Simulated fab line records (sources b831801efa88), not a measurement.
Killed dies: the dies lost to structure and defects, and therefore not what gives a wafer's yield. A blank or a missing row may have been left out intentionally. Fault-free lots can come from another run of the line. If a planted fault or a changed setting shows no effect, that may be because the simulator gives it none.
Which tool was responsible? ; flow gf180mcu ; 39 wafers from 13 lots sampled at 3 of the route's 602 steps

WHAT THE GAUGES SHOWED, per wafer
GF_STI_THK_MEAS_24. Usual: STI_CVD_23_THK typically reads 646 nm, with standard deviation 7.
lot;measured;on;STI_CVD_23_THK (nm);flag
L940;day 2 04:16;film metro-01;642 646 648;
L941;day 2 08:32;film metro-03;638 635 641;
L942;day 2 14:58;film metro-04;646 631 640;
L943;day 2 19:17;film metro-03;648 648 651;
L944;day 3 00:19;film metro-01;649 650 650;
L945;day 3 05:47;film metro-01;655 666 656;
L949;day 4 03:36;film metro-04;644 645 647;
L950;day 4 07:17;film metro-03;648 656 653;
L951;day 4 13:10;film metro-03;653 643 649;
L953;day 4 23:32;film metro-01;637 645 626;
L955;day 5 08:44;film metro-01;642 632 642;
L956;day 5 13:48;film metro-01;647 649 643;
L957;day 5 19:26;film metro-03;654 649 640;

GF_HV_LDD_CD_MEAS_19: target cd 400 nm. Usual: 399.8 nm for cd nm, sd 2.2.
lot;measured;on;cd nm (nm);flag
L940;day 10 20:38;cd sem-02;399.2 398.3 397.9;
L941;day 11 03:16;cd sem-01;402.1 400.4 400.1;
L942;day 11 10:42;cd sem-02;400.4 399.8 401.5;
L943;day 11 18:10;cd sem-01;401.5 399.4 401.8;
L944;day 12 00:10;cd sem-01;397.5 395.2 398.6;
L945;day 12 18:22;cd sem-01;399.9 398.1 396.7;
L949;day 13 16:04;cd sem-01;395.8 397.9 396.8;
L950;day 13 21:43;cd sem-01;398.5 399.0 399.7;
L951;day 14 04:17;cd sem-01;383.6 386.6 385.5;OFF
L953;day 15 11:00;cd sem-02;401.6 400.2 402.2;
L955;day 15 16:12;cd sem-02;382.8 382.7 382.3;OFF
L956;day 15 17:43;cd sem-01;398.2 395.7 397.9;
L957;day 16 07:18;cd sem-01;400.8 401.0 402.2;

WHICH TOOL RAN EACH LOT (tool, then ch and the chambers of the sampled wafers, then the start)
lot;GF_HV_LDD_EXPOSE_16
L940;iline stepper-01 ch 0, day 10 11:56
L941;iline stepper-01 ch 0, day 10 17:43
L942;iline stepper-01 ch 0, day 11 02:15
L943;iline stepper-01 ch 0, day 11 09:06
L944;iline stepper-01 ch 0, day 11 15:07
L945;iline stepper-02 ch 0, day 12 10:40
L949;iline stepper-02 ch 0, day 13 06:50
L950;iline stepper-01 ch 0, day 13 12:20
L951;iline stepper-02 ch 0, day 13 17:44
L953;iline stepper-01 ch 0, day 15 00:37
L955;iline stepper-02 ch 0, day 15 05:53
L956;iline stepper-01 ch 0, day 15 07:26
L957;iline stepper-01 ch 0, day 15 20:18
- GF_HV_LDD_EXPOSE_16: exposes mask Pplus LV AREA, target cd 400 nm.

WHAT THE TOOLS THEMSELVES READ (means of the sampled wafers that have a number; where no wafer has one, the mark that the record gives instead)
GF_HV_LDD_EXPOSE_16. Usual: 139.98 for exposure dose mJ cm2, sd 0.16.
lot;tool;exposure dose mJ cm2;flag
L940;iline stepper-01;139.90;
L941;iline stepper-01;140.22;
L942;iline stepper-01;140.15;
L943;iline stepper-01;139.91;
L944;iline stepper-01;140.14;
L945;iline stepper-02;139.98;
L949;iline stepper-02;139.82;
L950;iline stepper-01;139.93;
L951;iline stepper-02;132.94;OFF
L953;iline stepper-01;140.23;
L955;iline stepper-02;132.86;OFF
L956;iline stepper-01;139.66;
L957;iline stepper-01;139.85;

THE ANSWER, worked out from the rows above alone
Rule: lot off if the mean of its wafers having a number is beyond 3 standard deviations from the usual mean. A lot without any number at a reading at which 4 lots or more have one is off too. Any other lot the step has rows for is counted as sound. After the gauges, taken in route order, come the tools' own readings; for these a lot's mean is taken, as printed above. The first step at which some lot is off is used, and at that step the reading that is off furthest; a lot without a number counts as furthest.
Off at GF_HV_LDD_CD_MEAS_19 (cd nm): L951, L955.
If a tool, at a process step before that reading, ran all the lots that are off and no sound lot after the first of them, it fits. Not tried: the gauges at GF_HV_LDD_CD_MEAS_19; whatever is off there is also off at GF_HV_LDD_EXPOSE_16, on other tools, and gauge error can't account for it. One candidate fits, namely iline stepper-02 at GF_HV_LDD_EXPOSE_16. A fault onset in the window from L949 (day 13 06:50, its last sound lot) to L951 (day 13 17:44, its first lot off) fits.
The tool's own readings at GF_HV_LDD_EXPOSE_16 bear it out: on the lots that are off they differ by more than 5 times the standard deviation of the sound lots' means. exposure dose mJ cm2 reads 132.90 there against 139.98 on the sound lots.

WHAT THE SIMULATOR HAD PUT IN
Process parameter drift: iline stepper-02, from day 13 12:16 on, at GF_HV_LDD_EXPOSE_16. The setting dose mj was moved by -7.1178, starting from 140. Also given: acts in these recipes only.
Shown lots that were struck: L951, L955. This agrees with what the rule above found.
